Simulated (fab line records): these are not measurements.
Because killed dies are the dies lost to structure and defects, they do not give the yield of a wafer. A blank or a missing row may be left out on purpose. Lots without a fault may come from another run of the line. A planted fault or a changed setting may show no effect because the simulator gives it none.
fab line records	flow sky130
record: lots: 5	wafers: 15	last-day: 50
route steps=708 shown VIA1@475 METAL2@483 PAD_OPEN@708
lots that met no fault: from a run of the same line without faults
start-h: start of the lot's first displayed wafer, in hours after the record's first day	wait-h: hours since the lot's step before	" as in the row above	L1.1+2: a single row standing in for several wafers	- value missing, or start not given	* or withheld: withheld	< > ~ a bound
route shown NAME@n: NAME is a module with steps in the file, n the number in the route of the first one	usual: mean/standard deviation of fault-free wafers	same: alike in all rows	chamber/n: place in a boat	sites: each site's reading	_std_site: how widely they spread, as a standard deviation	_edge_site: the outer-site mean with the inner-site mean subtracted	radius-mm: how far each site lies from the wafer's centre	mask NAME#n: copy n	behind: tool/chamber where the wafer was last shaped	hold: why the lot was held/for how many hours/how that ended	device: transistor that didn't switch, given as n, p or np	end of line: tests run on the same wafers once the route is complete	a step without rows: its recipe alone	killed: at the first sort, the dies lost to defects and structure; wafer yield is something else	map: the dies of a wafer, with x for killed, . for not killed, _ for no die there
set.NAME: the setting the step ran with; set.NAME@STEP: the setting that earlier step ran with	model.NAME: the simulator's own value behind a step, which no gauge read
certain route steps with their lots: each step a table, each wafer a row
services: from which hour (start-h, from the record's first day; less than 0 if before it) a tool's chamber was out of use, for how many hours, and why
== steps ==
step: SKY_VIA1_STRIP_17
recipe: chemistry: post-etch-residue-remover	time-s: 1200	temp-c: 72.5
step: SKY_VIA1_CLEAN_18
recipe: chemistry: IPA	time-s: 180	temp-c: 25
step: SKY_VIA1_CLEAN_19
recipe: chemistry: O3/DIW	dry: n2-spin
step: SKY_VIA1_SPUTTER_20
recipe: material: TiN	target-thk-nm: 20	chamber-pressure-pa: 5	power-w: 4000	time-s: 80
usual: cathode-dc-power-W: 4000.0/0.71	throttle-valve-pct: 30.3/0.68
lot.wafer	tool	chamber	start-h	wait-h	cathode-dc-power-W	throttle-valve-pct
L490.1	pvd-sputter-01	-	796.85	0.0	4000.6	31.6
L490.3	"	-	"	"	4000.5	30.2
L490.5	"	-	"	"	4001.4	30.4
L495.2	pvd-sputter-02	-	842.61	0.0	3999.3	31.3
L495.4	"	-	"	"	3998.7	29.5
L495.6	"	-	"	"	4000.5	29.8
L505.1	pvd-sputter-01	-	922.35	0.0	4000.4	30.4
L505.5	"	-	"	"	4000.4	30.6
L505.6	"	-	"	"	4000.9	30.2
L509.2	pvd-sputter-03	-	940.59	0.0	4000.6	30.3
L509.3	"	-	"	"	4000.1	30.2
L509.4	"	-	"	"	3999.4	31.0
L511.1	pvd-sputter-02	-	951.73	0.0	4000.2	29.7
L511.4	"	-	"	"	4000.2	31.3
L511.5	"	-	"	"	4000.3	29.4
step: SKY_VIA1_CVD_21
recipe: material: W	target-thk-nm: 270	time-s: 80.902	temp-c: 400	pressure-torr: 40
usual: heater-power-outer-w: 498/63	heater-power-w: 785/110
lot.wafer	tool	chamber	start-h	wait-h	heater-power-outer-w	heater-power-w
L490.1	cvd-w-02	1	796.91	0.0	541	921
L490.3	"	0	"	"	609	956
L490.5	"	1	"	"	557	912
L495.2	cvd-w-01	0	842.71	0.1	441	692
L495.4	"	0	"	"	455	703
L495.6	"	0	"	"	452	695
L505.1	cvd-w-01	1	922.41	0.0	464	718
L505.5	"	1	"	"	465	715
L505.6	"	0	"	"	448	681
L509.2	cvd-w-01	0	940.65	0.0	445	674
L509.3	"	0	"	"	449	692
L509.4	"	1	"	"	460	717
L511.1	cvd-w-01	1	951.80	0.0	461	720
L511.4	"	1	"	"	451	722
L511.5	"	1	"	"	466	719
step: SKY_VIA1_RS_MEAS_22
recipe: thk-meas-gauge: four-point-probe	reads: W_of_VIA1_CVD_21+TiN_of_VIA1_SPUTTER_20
usual: VIA1_W_RS: 0.428/0.0056
lot.wafer	tool	chamber	start-h	wait-h	VIA1_W_RS[ohm/sq]
L490.1	film-metro-02	-	797.00	0.1	0.427
L490.3	"	-	"	"	0.435
L490.5	"	-	"	"	0.424
L495.2	film-metro-04	-	842.88	0.1	0.419
L495.4	"	-	"	"	0.421
L495.6	"	-	"	"	0.417
L505.1	film-metro-04	-	922.50	0.1	0.432
L505.5	"	-	"	"	0.438
L505.6	"	-	"	"	0.424
L509.2	film-metro-04	-	940.76	0.1	0.428
L509.3	"	-	"	"	0.428
L509.4	"	-	"	"	0.434
L511.1	film-metro-03	-	951.89	0.1	0.430
L511.4	"	-	"	"	0.425
L511.5	"	-	"	"	0.430
step: SKY_VIA1_THK_MEAS_23
recipe: thk-meas-gauge: xrf	reads: W_of_VIA1_CVD_21
usual: VIA1_W_THK: 276/4.4
lot.wafer	tool	chamber	start-h	wait-h	VIA1_W_THK[nm]
L490.1	film-metro-02	-	797.12	0.1	277
L490.3	"	-	"	"	273
L490.5	"	-	"	"	281
L495.2	film-metro-04	-	842.99	0.1	282
L495.4	"	-	"	"	281
L495.6	"	-	"	"	281
L505.1	film-metro-04	-	922.62	0.1	275
L505.5	"	-	"	"	270
L505.6	"	-	"	"	281
L509.2	film-metro-04	-	940.87	0.1	280
L509.3	"	-	"	"	277
L509.4	"	-	"	"	273
L511.1	film-metro-03	-	952.01	0.1	275
L511.4	"	-	"	"	279
L511.5	"	-	"	"	275
step: SKY_VIA1_CMP_24
recipe: stop-on: SiO2	t-overpolish-s: 15	down-force-psi: 3.5	platen-rpm: 60	target-thk-nm: 0	pad-velocity-m-s: 0.94248
step: SKY_METAL2_SPUTTER_00
recipe: material: Ti	target-thk-nm: 15	power-w: 3000	time-s: 10	chamber-pressure-pa: 0.4
usual: cathode-dc-power-W: 3000.0/0.55	throttle-valve-pct: 30.5/0.93
lot.wafer	tool	chamber	start-h	wait-h	cathode-dc-power-W	throttle-valve-pct
L490.1	pvd-sputter-02	-	797.48	0.2	3000.1	29.8
L490.3	"	-	"	"	2999.7	30.1
L490.5	"	-	"	"	3000.4	29.9
L495.2	pvd-sputter-04	-	843.34	0.1	3000.3	32.1
L495.4	"	-	"	"	2999.6	30.4
L495.6	"	-	"	"	2999.5	32.2
L505.1	pvd-sputter-04	-	922.98	0.2	2999.8	30.4
L505.5	"	-	"	"	3000.3	30.3
L505.6	"	-	"	"	2999.5	32.1
L509.2	pvd-sputter-01	-	941.22	0.2	3000.5	30.4
L509.3	"	-	"	"	2999.6	31.6
L509.4	"	-	"	"	3000.3	29.8
L511.1	pvd-sputter-01	-	952.37	0.2	2999.7	30.4
L511.4	"	-	"	"	2998.7	31.7
L511.5	"	-	"	"	2999.1	30.0
step: SKY_METAL2_SPUTTER_01
recipe: material: TiN	target-thk-nm: 20	power-w: 6500	time-s: 16.7	chamber-pressure-pa: 0.4
step: SKY_METAL2_SPUTTER_02
recipe: material: AlCu	target-thk-nm: 250	power-w: 10600	time-s: 13.3	chamber-pressure-pa: 0.4
step: SKY_METAL2_SPUTTER_03
recipe: material: Ti	target-thk-nm: 5	power-w: 3000	time-s: 3.3	chamber-pressure-pa: 0.4
usual: cathode-dc-power-W: 3000.1/0.52	throttle-valve-pct: 30.4/0.91
lot.wafer	tool	chamber	start-h	wait-h	cathode-dc-power-W	throttle-valve-pct
L490.1	pvd-sputter-02	-	797.56	0.0	3000.4	29.9
L490.3	"	-	"	"	2999.2	30.0
L490.5	"	-	"	"	2999.8	29.8
L495.2	pvd-sputter-04	-	843.41	0.0	3000.7	32.3
L495.4	"	-	"	"	3000.0	30.3
L495.6	"	-	"	"	2999.6	32.2
L505.1	pvd-sputter-04	-	923.06	0.0	3001.1	30.1
L505.5	"	-	"	"	3000.4	30.3
L505.6	"	-	"	"	2998.9	32.0
L509.2	pvd-sputter-01	-	941.29	0.0	2999.6	30.4
L509.3	"	-	"	"	3000.2	31.4
L509.4	"	-	"	"	3000.2	29.9
L511.1	pvd-sputter-01	-	952.44	0.0	3000.9	30.3
L511.4	"	-	"	"	2999.9	31.5
L511.5	"	-	"	"	2999.6	30.0
step: SKY_METAL2_SPUTTER_04
recipe: material: TiN	target-thk-nm: 70	power-w: 6500	time-s: 58.3	chamber-pressure-pa: 0.4
usual: cathode-dc-power-W: 6500.1/1.2	throttle-valve-pct: 30.5/0.95
lot.wafer	tool	chamber	start-h	wait-h	cathode-dc-power-W	throttle-valve-pct	model.TiN_of_METAL2_SPUTTER_04.thk-nm
L490.1	pvd-sputter-02	-	797.57	0.0	6501.0	29.9	69.83
L490.3	"	-	"	"	6501.5	30.0	68.95
L490.5	"	-	"	"	6500.1	29.9	69.82
L495.2	pvd-sputter-04	-	843.43	0.0	6499.9	32.3	71.7
L495.4	"	-	"	"	6502.2	30.3	69.73
L495.6	"	-	"	"	6500.3	32.0	71.31
L505.1	pvd-sputter-04	-	923.08	0.0	6500.6	30.3	69.26
L505.5	"	-	"	"	6500.4	30.6	80.89
L505.6	"	-	"	"	6499.5	32.0	82.24
L509.2	pvd-sputter-01	-	941.31	0.0	6501.8	30.1	68.6
L509.3	"	-	"	"	6502.0	31.7	70.51
L509.4	"	-	"	"	6502.1	29.8	69.77
L511.1	pvd-sputter-01	-	952.46	0.0	6501.5	30.4	70.47
L511.4	"	-	"	"	6501.2	31.8	69.99
L511.5	"	-	"	"	6497.1	29.8	69.65
step: SKY_METAL2_RS_MEAS_05
recipe: thk-meas-gauge: four-point-probe	reads: TiN_of_METAL2_SPUTTER_04+Ti_of_METAL2_SPUTTER_03+AlCu_of_METAL2_SPUTTER_02+TiN_of_METAL2_SPUTTER_01+Ti_of_METAL2_SPUTTER_00
usual: METAL2_ALCU_RS: 0.1264/0.002
lot.wafer	tool	chamber	start-h	wait-h	METAL2_ALCU_RS[ohm/sq]
L490.1	film-metro-02	-	797.62	0.0	0.1275
L490.3	"	-	"	"	0.1271
L490.5	"	-	"	"	0.1284
L495.2	film-metro-01	-	843.50	0.0	0.1272
L495.4	"	-	"	"	0.1231
L495.6	"	-	"	"	0.1264
L505.1	film-metro-02	-	923.12	0.0	0.1276
L505.5	"	-	"	"	0.1261
L505.6	"	-	"	"	0.1294
L509.2	film-metro-01	-	941.38	0.0	0.1283
L509.3	"	-	"	"	0.1294
L509.4	"	-	"	"	0.1292
L511.1	film-metro-02	-	952.51	0.0	0.1289
L511.4	"	-	"	"	0.1284
L511.5	"	-	"	"	0.1309
step: SKY_METAL2_THK_MEAS_06
recipe: thk-meas-gauge: xrf	reads: AlCu_of_METAL2_SPUTTER_02
usual: METAL2_ALCU_THK: 247/4.2
lot.wafer	tool	chamber	start-h	wait-h	METAL2_ALCU_THK[nm]
L490.1	film-metro-02	-	797.74	0.1	245
L490.3	"	-	"	"	245
L490.5	"	-	"	"	244
L495.2	film-metro-01	-	843.61	0.1	247
L495.4	"	-	"	"	253
L495.6	"	-	"	"	247
L505.1	film-metro-02	-	923.24	0.1	246
L505.5	"	-	"	"	242
L505.6	"	-	"	"	235
L509.2	film-metro-01	-	941.49	0.1	245
L509.3	"	-	"	"	242
L509.4	"	-	"	"	243
L511.1	film-metro-02	-	952.63	0.1	242
L511.4	"	-	"	"	244
L511.5	"	-	"	"	238
step: SKY_METAL2_DEHYDRATE_07
recipe: temp-c: 200	time-s: 60
step: SKY_METAL2_HMDS_08
recipe: prime-time-s: 60	prime-temp-c: 120
step: SKY_METAL2_COAT_09
recipe: resist: BARC	temp-c: withheld	time-s: withheld	spin-rpm: 3000	resist-thk-nm: 60
step: SKY_METAL2_COAT_10
recipe: resist: KrF-thick	spin-rpm: 3000	resist-thk-nm: 450
step: SKY_METAL2_SOFTBAKE_11
recipe: temp-c: 100	time-s: 90	resist: KrF-thick
step: SKY_METAL2_EXPOSE_12
recipe: mask-id: MM2	na: 0.8	source-shape: annular	sigma-inner: 0.55	sigma-outer: 0.85	target-cd-nm: 140	dose-mj: 28
step: SKY_METAL2_PEB_13
recipe: peb-temp-c: withheld	peb-time-s: withheld	resist: KrF-thick
step: SKY_METAL2_DEVELOP_14
recipe: develop-time-s: 60	resist: KrF-thick	dev-temp-c: 21
step: SKY_METAL2_CD_MEAS_15
recipe: target-cd-nm: 140
usual: cd-nm: 139.6/1.8
lot.wafer	tool	chamber	start-h	wait-h	cd-nm
L490.1	cd-sem-01	-	823.73	-	138.6
L490.3	"	-	"	"	139.3
L490.5	"	-	"	"	139.5
L495.2	cd-sem-01	-	869.37	-	135.3
L495.4	"	-	"	"	136.4
L495.6	"	-	"	"	135.7
L505.1	cd-sem-02	-	948.10	-	140.1
L505.5	"	-	"	"	140.5
L505.6	"	-	"	"	141.5
L509.2	cd-sem-02	-	965.97	-	136.4
L509.3	"	-	"	"	137.4
L509.4	"	-	"	"	135.8
L511.1	cd-sem-02	-	977.82	-	143.3
L511.4	"	-	"	"	141.7
L511.5	"	-	"	"	142.1
step: SKY_METAL2_OVL_MEAS_16
usual: METAL2_OVL: -1/4.8
lot.wafer	tool	chamber	start-h	wait-h	METAL2_OVL[nm]
L490.1	overlay-01	-	823.85	0.1	1
L490.3	"	-	"	"	-2
L490.5	"	-	"	"	0
L495.2	overlay-01	-	869.47	0.1	6
L495.4	"	-	"	"	2
L495.6	"	-	"	"	5
L505.1	overlay-02	-	948.22	0.1	-9
L505.5	"	-	"	"	-4
L505.6	"	-	"	"	-9
L509.2	overlay-01	-	966.07	0.1	-2
L509.3	"	-	"	"	-7
L509.4	"	-	"	"	-4
L511.1	overlay-01	-	977.94	0.1	-6
L511.4	"	-	"	"	0
L511.5	"	-	"	"	3
step: SKY_METAL2_DESCUM_17
recipe: chemistry: O2	source-power-w: 150	bias-power-w: 0	pressure-mtorr: 10	temp-c: 40	time-s: 8
step: SKY_METAL2_ETCH_18
recipe: chemistry: N2/H2	target: BARC	ion-energy-ev: 200	bias-w: 100	pressure-mtorr: 30	n2-flow-sccm: 100	h2-flow-sccm: 200	icp-w: 500	stop-on: SiO2	time-s: 45.9	target-depth-a: 600
step: SKY_METAL2_METAL_ETCH_19
recipe: target-depth-a: 3600	stop-on: SiO2	over-etch-frac: 0.3	time-s: 78	chemistry: Cl2/BCl3	resist-sidewall-deg: 88	pressure-mtorr: 10	icp-w: 900	bias-w: 48.5	Cl2_flow_sccm: 60	bcl3-flow-sccm: 30
step: SKY_METAL2_STRIP_20
recipe: chemistry: O2/N2	power-w: 1400	pressure-mtorr: 1500	platen-temp-c: withheld	o2-flow-sccm: 3000	n2-flow-sccm: 300	overash-fraction: 0.5
usual: drypump-motor-current-A: 5.52/0.23	oes-product-au: 0.343/0.0069	strip-time-to-endpoint-s: 2.70/0.1
same: overash-fraction: 0.5
lot.wafer	tool	chamber	start-h	wait-h	drypump-motor-current-A	oes-product-au	rf-hours-counter-h	strip-time-to-endpoint-s
L490.1	plasma-asher-01	1	824.07	0.1	5.42	0.344	8	2.78
L490.3	"	0	"	"	5.52	0.337	-	2.60
L490.5	"	0	"	"	5.54	0.338	-	2.56
L495.2	plasma-asher-03	0	869.69	0.1	5.19	0.350	42	2.72
L495.4	"	1	"	"	5.91	0.341	-	2.72
L495.6	"	1	"	"	5.90	0.346	-	2.74
L505.1	plasma-asher-02	0	948.44	0.1	5.36	0.345	115	2.83
L505.5	"	0	"	"	5.32	0.341	-	2.84
L505.6	"	1	"	"	5.72	0.351	-	2.82
L509.2	plasma-asher-03	1	966.29	0.1	5.86	0.348	51	2.65
L509.3	"	1	"	"	5.91	0.350	-	2.74
L509.4	"	0	"	"	5.20	0.345	-	2.65
L511.1	plasma-asher-02	0	978.16	0.1	5.37	0.332	118	2.53
L511.4	"	1	"	"	5.72	0.343	-	2.57
L511.5	"	0	"	"	5.37	0.335	-	2.53
step: SKY_METAL2_STRIP_21
recipe: chemistry: post-etch-residue-remover	time-s: 1200	temp-c: 72.5
usual: bath-heat-duty-pct: 13.3/1.6
lot.wafer	tool	chamber	start-h	wait-h	bath-heat-duty-pct	model.TiN_of_METAL2_SPUTTER_04.thk-nm
L490.1	wet-bench-01	1	824.17	0.1	11.2	69.41
L490.3	"	1	"	"	11.8	68.53
L490.5	"	1	"	"	13.1	69.4
L495.2	wet-bench-03	2	869.79	0.1	12.4	71.28
L495.4	"	2	"	"	13.2	69.31
L495.6	"	2	"	"	11.6	70.88
L505.1	wet-bench-04	0	948.54	0.1	13.6	68.84
L505.5	"	0	"	"	13.2	80.47
L505.6	"	0	"	"	14.8	81.82
L509.2	wet-bench-03	0	966.39	0.1	13.4	68.18
L509.3	"	0	"	"	14.6	70.1
L509.4	"	0	"	"	15.3	69.36
L511.1	wet-bench-03	1	978.26	0.1	11.8	70.05
L511.4	"	1	"	"	10.7	69.57
L511.5	"	1	"	"	10.5	69.23
step: SKY_METAL2_CLEAN_22
recipe: chemistry: IPA	time-s: 180	temp-c: 25
step: SKY_PAD_OPEN_PROBE_99
usual: defect-limited-yield: 82.3/1.9	killed_at_M0_to_M3: 45/6.6	killed_at_M4_up: 3.1/1.6	killed-at-contacts: 24/5	killed-at-front-end: 14/4.4	killed-at-other: 0.3/0.58	killed-dies: 87/9.2	killed-open: 47/6.7	killed-short: 40/6.4	sort_bin_3_pad_short: 0.9/0.5	sort_bin_5_function: 10.4/1.6	sort_bin_6_memory: 6.4/1.1	sort-n-pass: 405/9.1	sort-yield-pct: 82.3/1.9
same: gross-dies: 492	killed-at-back-side: 0	sort_bin_4_leakage[%]: 0	sort_bin_8_speed[%]: 0
lot.wafer	tool	chamber	start-h	wait-h	defect-limited-yield[%]	killed_at_M0_to_M3	killed_at_M4_up	killed-at-contacts	killed-at-front-end	killed-at-other	killed-dies	killed-open	killed-short	sort_bin_3_pad_short[%]	sort_bin_5_function[%]	sort_bin_6_memory[%]	sort-n-pass	sort-yield-pct[%]
L490.1	prober-02	-	1078.55	0.1	82.5	47	5	22	12	0	86	44	42	1.4	10.2	5.9	406	82.5
L490.3	prober-02	-	1078.65	0.2	82.3	50	1	21	15	0	87	43	44	0.8	9.6	7.3	405	82.3
L490.5	prober-02	-	1078.75	0.2	81.9	46	5	21	17	0	89	46	43	1.2	8.5	8.3	403	81.9
L495.2	prober-01	-	1116.89	0.1	86.0	31	5	16	17	0	69	42	27	0.6	5.9	7.5	423	86.0
L495.4	prober-01	-	1116.99	0.2	83.1	38	6	28	11	0	83	38	45	1.0	11.6	4.3	409	83.1
L495.6	prober-01	-	1117.09	0.2	83.3	45	5	16	16	0	82	43	39	0.6	10.0	6.1	410	83.3
L505.1	prober-01	-	1171.35	0.1	82.7	43	3	17	22	0	85	45	40	0.8	12.0	4.5	407	82.7
L505.5	prober-01	-	1171.55	0.2	84.1	33	5	29	11	0	78	44	34	0.4	7.7	7.7	414	84.1
L505.6	prober-01	-	1171.60	0.2	79.7	40	2	38	20	0	100	52	48	0.4	11.6	8.3	392	79.7
L509.2	prober-02	-	1184.95	0.1	80.3	51	1	29	16	0	97	58	39	1.0	12.6	6.1	395	80.3
L509.3	prober-02	-	1185.00	0.2	81.7	49	4	22	15	0	90	60	30	0.4	11.6	6.3	402	81.7
L509.4	prober-02	-	1185.05	0.2	81.7	47	2	20	21	0	90	46	44	2.0	9.3	6.9	402	81.7
L511.1	prober-01	-	1193.60	0.1	81.3	47	2	25	17	1	92	50	42	1.2	11.0	6.5	400	81.3
L511.4	prober-01	-	1193.75	0.2	80.5	50	1	31	14	0	96	49	47	1.4	12.0	6.1	396	80.5
L511.5	prober-01	-	1193.80	0.2	80.5	44	5	23	24	0	96	52	44	1.0	12.4	6.1	396	80.5
killed by level:class
L490.1 VIA1:geometric-particle:short=9 VIA1:geometric-particle:open=8 CONTACT:geometric-particle:open=8 METAL1:geometric-particle:short=7 METAL2:geometric-particle:short=7 LI_CONTACT:geometric-particle:open=6 VIA2:geometric-particle:open=6 POLY_GATE:geometric-particle:open=5
L490.3 VIA1:geometric-particle:open=10 METAL1:geometric-particle:short=8 CONTACT:geometric-particle:open=7 VIA2:geometric-particle:open=6 FIELD_ISO:geometric-particle:open=5 VIA1:geometric-particle:short=5 METAL2:geometric-particle:short=5 VIA3:geometric-particle:open=5
L490.5 VIA1:geometric-particle:open=11 VIA2:geometric-particle:open=7 VIA3:geometric-particle:open=7 CONTACT:geometric-particle:short=6 VIA1:geometric-particle:short=6 LI_CONTACT:geometric-particle:open=5 METAL1:geometric-particle:short=5 METAL4:geometric-particle:short=5
L495.2 LI_CONTACT:geometric-particle:open=7 CONTACT:geometric-particle:open=7 METAL2:geometric-particle:short=7 FIELD_ISO:geometric-particle:open=6 VIA3:geometric-particle:open=6 FIELD_ISO:geometric-particle:short=4 POLY_GATE:geometric-particle:open=4 VIA2:geometric-particle:open=4
L495.4 VIA1:geometric-particle:open=10 CONTACT:geometric-particle:open=9 VIA1:geometric-particle:short=8 LI_CONTACT:geometric-particle:short=6 LI_CONTACT:geometric-particle:open=6 VIA2:geometric-particle:open=5 METAL4:geometric-particle:short=5 FIELD_ISO:geometric-particle:short=4
L495.6 VIA1:geometric-particle:open=10 FIELD_ISO:geometric-particle:open=7 VIA3:geometric-particle:short=7 VIA3:geometric-particle:open=7 METAL2:geometric-particle:short=6 CONTACT:geometric-particle:short=5 VIA2:geometric-particle:open=5 CONTACT:geometric-particle:open=4
L505.1 VIA3:geometric-particle:short=8 CONTACT:geometric-particle:open=8 VIA1:geometric-particle:short=8 POLY_GATE:geometric-particle:open=7 VIA2:geometric-particle:open=6 VIA1:geometric-particle:open=6 LI_CONTACT:geometric-particle:open=5 POLY_GATE:geometric-particle:short=4
L505.5 CONTACT:geometric-particle:open=9 LI_CONTACT:geometric-particle:open=7 CONTACT:geometric-particle:short=6 VIA3:geometric-particle:open=6 VIA1:geometric-particle:open=5 VIA2:geometric-particle:open=5 POLY_GATE:geometric-particle:short=4 LOCAL_INTERCONNECT:geometric-particle:short=4
L505.6 LI_CONTACT:geometric-particle:open=10 CONTACT:geometric-particle:open=10 LOCAL_INTERCONNECT:geometric-particle:short=8 VIA1:geometric-particle:open=8 METAL1:geometric-particle:short=7 CONTACT:geometric-particle:short=5 METAL2:geometric-particle:short=5 VIA2:geometric-particle:short=5
L509.2 VIA1:geometric-particle:open=16 CONTACT:geometric-particle:open=9 LI_CONTACT:geometric-particle:open=8 VIA2:geometric-particle:open=8 LOCAL_INTERCONNECT:geometric-particle:short=7 METAL2:geometric-particle:short=6 POLY_GATE:geometric-particle:open=6 VIA3:geometric-particle:open=6
L509.3 VIA1:geometric-particle:open=15 VIA3:geometric-particle:open=8 CONTACT:geometric-particle:open=8 LI_CONTACT:geometric-particle:open=7 VIA2:geometric-particle:open=7 FIELD_ISO:geometric-particle:open=5 FIELD_ISO:geometric-particle:short=4 CONTACT:geometric-particle:short=4
L509.4 VIA3:geometric-particle:open=11 LI_CONTACT:geometric-particle:open=8 METAL1:geometric-particle:short=8 METAL2:geometric-particle:short=7 VIA1:geometric-particle:open=6 FIELD_ISO:geometric-particle:open=5 POLY_GATE:geometric-particle:short=5 FIELD_ISO:geometric-particle:short=4
L511.1 VIA1:geometric-particle:open=14 CONTACT:geometric-particle:open=8 VIA3:geometric-particle:open=7 CONTACT:geometric-particle:short=6 FIELD_ISO:geometric-particle:open=5 LOCAL_INTERCONNECT:geometric-particle:short=5 FIELD_ISO:geometric-particle:short=4 LI_CONTACT:geometric-particle:open=4
L511.4 CONTACT:geometric-particle:open=12 VIA1:geometric-particle:open=8 VIA2:geometric-particle:open=7 VIA2:geometric-particle:short=6 LI_CONTACT:geometric-particle:open=6 METAL1:geometric-particle:short=6 LOCAL_INTERCONNECT:geometric-particle:short=6 VIA1:geometric-particle:short=6
L511.5 VIA3:geometric-particle:open=9 CONTACT:geometric-particle:short=9 FIELD_ISO:geometric-particle:open=8 VIA1:geometric-particle:open=8 CONTACT:geometric-particle:open=7 METAL1:geometric-particle:short=5 METAL2:geometric-particle:short=5 VIA2:geometric-particle:open=5
== services ==
tool	chamber	start-h	hours	kind
pvd-sputter-04	-	796.37	2.6	repair
pvd-sputter-02	-	809.80	2.2	repair
pvd-sputter-03	-	810.95	59.8	repair
pvd-sputter-03	-	814.59	5.3	repair
pvd-sputter-03	-	826.66	2.2	repair
cvd-w-02	0	835.48	8.7	repair
pvd-sputter-02	-	839.16	3.3	repair
cvd-w-01	1	841.55	14.7	repair
plasma-asher-01	-	842.92	1.7	repair
pvd-sputter-04	0	846.48	-	consumable-replace:kit
pvd-sputter-04	0	846.48	18.0	scheduled-down
pvd-sputter-04	0	846.48	18.0	vent-cycle
pvd-sputter-04	-	847.75	4.6	repair
cvd-w-01	0	855.78	2.4	repair
pvd-sputter-02	-	860.13	3.2	repair
pvd-sputter-01	2	869.10	-	consumable-replace:kit
pvd-sputter-01	2	869.10	18.0	scheduled-down
pvd-sputter-01	2	869.10	18.0	vent-cycle
plasma-asher-01	-	873.68	4.5	repair
cvd-w-02	-	904.00	14.0	pm
cvd-w-02	-	918.00	6.9	pm
pvd-sputter-02	-	927.37	2.5	repair
pvd-sputter-01	-	957.34	0.5	repair
pvd-sputter-04	3	977.00	-	consumable-replace:kit
== key ==
first-sign none at tools or gauges
model-effect: step: SKY_METAL2_SPUTTER_04	value: TiN_of_METAL2_SPUTTER_04.thk-nm	without: 69.52	struck: 81.57
model-effect: step: SKY_METAL2_STRIP_21	value: TiN_of_METAL2_SPUTTER_04.thk-nm	without: 69.1	struck: 81.15
met-at SKY_METAL2_SPUTTER_04
struck-wafers L505.5,L505.6
onset-between 843.43 923.08
fault: kind: process-parameter-drift	tool: pvd-sputter-04	chamber: -	onset-h: 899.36	steps: SKY_METAL2_SPUTTER_04	channel: time-s	offset: *	shape: step	end-h: 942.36	scope: struck-wafers-only	acts-in: *	stated: *
